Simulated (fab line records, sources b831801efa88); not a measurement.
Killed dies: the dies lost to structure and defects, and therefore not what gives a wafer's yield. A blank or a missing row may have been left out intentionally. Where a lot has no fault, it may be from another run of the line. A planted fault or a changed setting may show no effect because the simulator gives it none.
A struck lot beside a sound one -- flow sfq line -- 42 steps out of a route of 325
Sound: these wafers, L238.3, L238.4, L238.5. Struck: wafer L249.4 (L249.2, L249.3, from the same lot, were not struck and are left out); the cause is given at the end.
Per side, at each step with rows, come the tool, then ch with its chambers, and then its first start. Under that, the readings that differ: sound wafers -- struck wafers -- difference of the means -- sigmas: that difference in standard deviations of wafers without a fault.
alike: a reading whose means differ by less than 2 such deviations, as well as words and numbers matching on both sides. not compared: withheld readings; readings where some wafer has no value; bounds like >300 that might hide an equal value; numbers whose values overlap and for which the record gives no deviation.
Wherever a step has rows on one side only, a row that says differs or no value, or a row with sigmas, the two part there. When numbers do not overlap yet have no deviation, they are printed without sigmas and do not part them. A reading missing from all wafers of one side parts the sides only when that side holds two or more wafers.

first, 6 steps without rows for these wafers: SFQ_TRILAYER_M1_LITHO_COAT_044 (resist thk 62 nm); SFQ_TRILAYER_M1_LITHO_COAT_039 (resist thk 600 nm); SFQ_TRILAYER_M1_LITHO_SOFTBAKE_043; SFQ_TRILAYER_M1_LITHO_EXPOSE_040 (exposes mask M1, target cd 500 nm); SFQ_TRILAYER_M1_LITHO_PEB_042 (peb time 60 s); SFQ_TRILAYER_M1_LITHO_DEVELOP_041 (time 60 s).
SFQ_M1_OVL_MEAS_911:
  sound: overlay-02 at day 25 18:31; struck: overlay-02 at day 29 06:26
  alike: M1_OVL
SFQ_TRILAYER_M1_BARC_OPEN_METAL_ETCH_054: etches BARC in O2, target depth 125 nm, time 41.7 s.
  sound on rie metal-04 ch 1, day 25 18:35; struck on rie metal-04 ch 0, day 29 06:28
reading,sound,struck,difference,sigmas
rf fwd power W (W),591.2 592.3 589.2,597.5,+6.6,+2
  alike: drypump motor current A, oes product au
  not compared: rf hours counter h
SFQ_TRILAYER_M1_ETCH_METAL_ETCH_042: etches Nb in Cl2/Ar, stops on SiO2, target depth 240 nm, time 120 s.
  sound on rie metal-04 ch 1, day 25 18:44; struck on rie metal-04 ch 0, day 29 06:31
  alike: drypump motor current A, oes product au, rf fwd power W
  not compared: rf hours counter h
then, 3 steps without rows for these wafers: SFQ_TRILAYER_M1_STRIP_STRIP_043 (strips in O2); SFQ_TRILAYER_M1_STRIP_SOLV_CLEAN_044 (cleans in NMP, time 600 s); SFQ_TRILAYER_I1_DEP_PECVD_045 (deposits SiO2 from SiH4/N2O, time 111.11 s, target thk 500 nm).
SFQ_TRILAYER_I1_CMP_CMP_046: polishes SiO2.
  sound on cmp-02 ch 1,2, day 26 09:06; struck on cmp-02 ch 0, day 29 11:55
reading,sound,struck,difference,sigmas
time to endpoint s (s),198 200 207,181,-21,-3
model.SiO2_of_TRILAYER_I1_DEP_PECVD_045.thk nm (nm),199.7 198.3 197.8,250.4,+51.8,
  alike: motor current A
SFQ_I1_BOW_MEAS_912:
  sound: film metro-02 at day 26 12:08; struck: film metro-01 at day 29 13:26
reading,sound,struck,difference,sigmas
I1_BOW (um),-5 1 -7,25,+29,+4
SFQ_TRILAYER_I1_METRO_MEASURE_047:
  sound: film metro-02 at day 26 12:37; struck: film metro-01 at day 29 13:44
reading,sound,struck,difference,sigmas
thk nm (nm),199.7 198.3 197.8,250.6,+52.0,+59
then, 6 steps without rows for these wafers: SFQ_TRILAYER_I1_VIA_LITHO_COAT_054 (resist thk 62 nm); SFQ_TRILAYER_I1_VIA_LITHO_COAT_049 (resist thk 650 nm); SFQ_TRILAYER_I1_VIA_LITHO_SOFTBAKE_053; SFQ_TRILAYER_I1_VIA_LITHO_EXPOSE_050 (exposes mask I1, target cd 500 nm); SFQ_TRILAYER_I1_VIA_LITHO_PEB_052 (peb time 60 s); SFQ_TRILAYER_I1_VIA_LITHO_DEVELOP_051 (time 60 s).
-- the record jumps here: 6 days lie between the struck wafers' starts before and after --
SFQ_I1_OVL_MEAS_913:
  sound: overlay-02 at day 26 16:12; struck: overlay-01 at day 35 12:38
reading,sound,struck,difference,sigmas
I1_OVL (nm),4 8 6,-14,-20,-4
then, 1 step without rows for these wafers: SFQ_TRILAYER_I1_VIA_BARC_OPEN_VIA_ETCH_071 (etches BARC in O2, target depth 125 nm, time 41.7 s).
SFQ_TRILAYER_I1_VIA_ETCH_VIA_ETCH_052: etches SiO2 in CHF3, stops on Nb, target depth 260 nm.
  sound on rie diel-02 ch 0,1,3, day 26 16:16; struck on rie diel-01 ch 1, day 35 12:43
reading,sound,struck,difference,sigmas
oes product au (a.u.),0.864 0.851 0.848,0.976,+0.122,+24
rf fwd power W (W),498.1 496.5 495.8,500.7,+3.9,+2
model.etch.depth nm (nm),199.7 198.3 197.8,250.4,+51.8,
model.I1.feature depth nm (nm),199.7 198.3 197.8,250.4,+51.8,
  alike: drypump motor current A
then, 2 steps without rows for these wafers: SFQ_TRILAYER_I1_VIA_STRIP_STRIP_053 (strips in O2); SFQ_TRILAYER_I1_VIA_STRIP_SOLV_CLEAN_054 (cleans in NMP, time 600 s).
SFQ_TRILAYER_M2_DEP_PRE_CLEAN_056: time 22.5 s.
  sound: pvd sputter-06 at day 26 17:45; struck: pvd sputter-05 at day 35 13:36
reading,sound,struck,difference,sigmas
model.SiO2_of_TRILAYER_I1_DEP_PECVD_045.thk nm (nm),192.2 190.8 190.3,242.9,+51.8,
SFQ_TRILAYER_M2_DEP_SPUTTER_055: material Nb, target thk 200 nm, time 133.3 s.
  sound: pvd sputter-06 at day 26 17:47; struck: pvd sputter-05 at day 35 13:38
  alike: throttle valve pct
SFQ_M2_RS_MEAS_914: uses a four-point probe to measure.
  sound: film metro-03 at day 26 17:55; struck: film metro-03 at day 35 13:44
  alike: M2_NB_RS
then, 6 steps without rows for these wafers: SFQ_TRILAYER_M2_LITHO_COAT_062 (resist thk 62 nm); SFQ_TRILAYER_M2_LITHO_COAT_057 (resist thk 600 nm); SFQ_TRILAYER_M2_LITHO_SOFTBAKE_061; SFQ_TRILAYER_M2_LITHO_EXPOSE_058 (exposes mask M2, target cd 500 nm); SFQ_TRILAYER_M2_LITHO_PEB_060 (peb time 60 s); SFQ_TRILAYER_M2_LITHO_DEVELOP_059 (time 60 s).
SFQ_M2_OVL_MEAS_916:
  sound: overlay-02 at day 27 08:31; struck: overlay-01 at day 35 22:59
  alike: M2_OVL
SFQ_TRILAYER_M2_BARC_OPEN_METAL_ETCH_077: etches BARC in O2, target depth 125 nm, time 41.7 s.
  sound on rie metal-03 ch 0,1, day 27 08:34; struck on rie metal-01 ch 0, day 35 23:01
  alike: drypump motor current A, oes product au, rf fwd power W
  not compared: rf hours counter h
then, 3 steps without rows for these wafers: SFQ_TRILAYER_M2_ETCH_METAL_ETCH_060 (etches Nb in Cl2/Ar, stops on SiO2, target depth 240 nm, time 120 s); SFQ_TRILAYER_M2_STRIP_STRIP_061 (strips in O2); SFQ_TRILAYER_M2_STRIP_SOLV_CLEAN_062 (cleans in NMP, time 600 s).
SFQ_TRILAYER_I2_DEP_PECVD_063: deposits SiO2 from SiH4/N2O, time 111.11 s, target thk 500 nm.
  sound on pecvd-02 ch 0,1,2, day 27 09:30; struck on pecvd-04 ch 1, day 35 23:59
reading,sound,struck,difference,sigmas
rf fwd power W (W),183.8 182.3 182.2,181.1,-1.7,-3
  alike: heater power w, throttle valve pct
-- the record jumps here: 50 days lie between the struck wafers' starts before and after --
SFQ_M8_BOW_MEAS_951:
  sound: film metro-02 at day 83 16:54; struck: film metro-03 at day 85 20:40
reading,sound,struck,difference,sigmas
M8_BOW (um),-6 -1 -8,22,+27,+3
model.etest.i1.link ohm,1.979 1.979 1.965,1.999,+0.025,

== WHERE THEY PART ==
Earliest at SFQ_TRILAYER_M1_BARC_OPEN_METAL_ETCH_054; latest, in this record, at SFQ_M8_BOW_MEAS_951.

WHY: whatever the simulator had introduced
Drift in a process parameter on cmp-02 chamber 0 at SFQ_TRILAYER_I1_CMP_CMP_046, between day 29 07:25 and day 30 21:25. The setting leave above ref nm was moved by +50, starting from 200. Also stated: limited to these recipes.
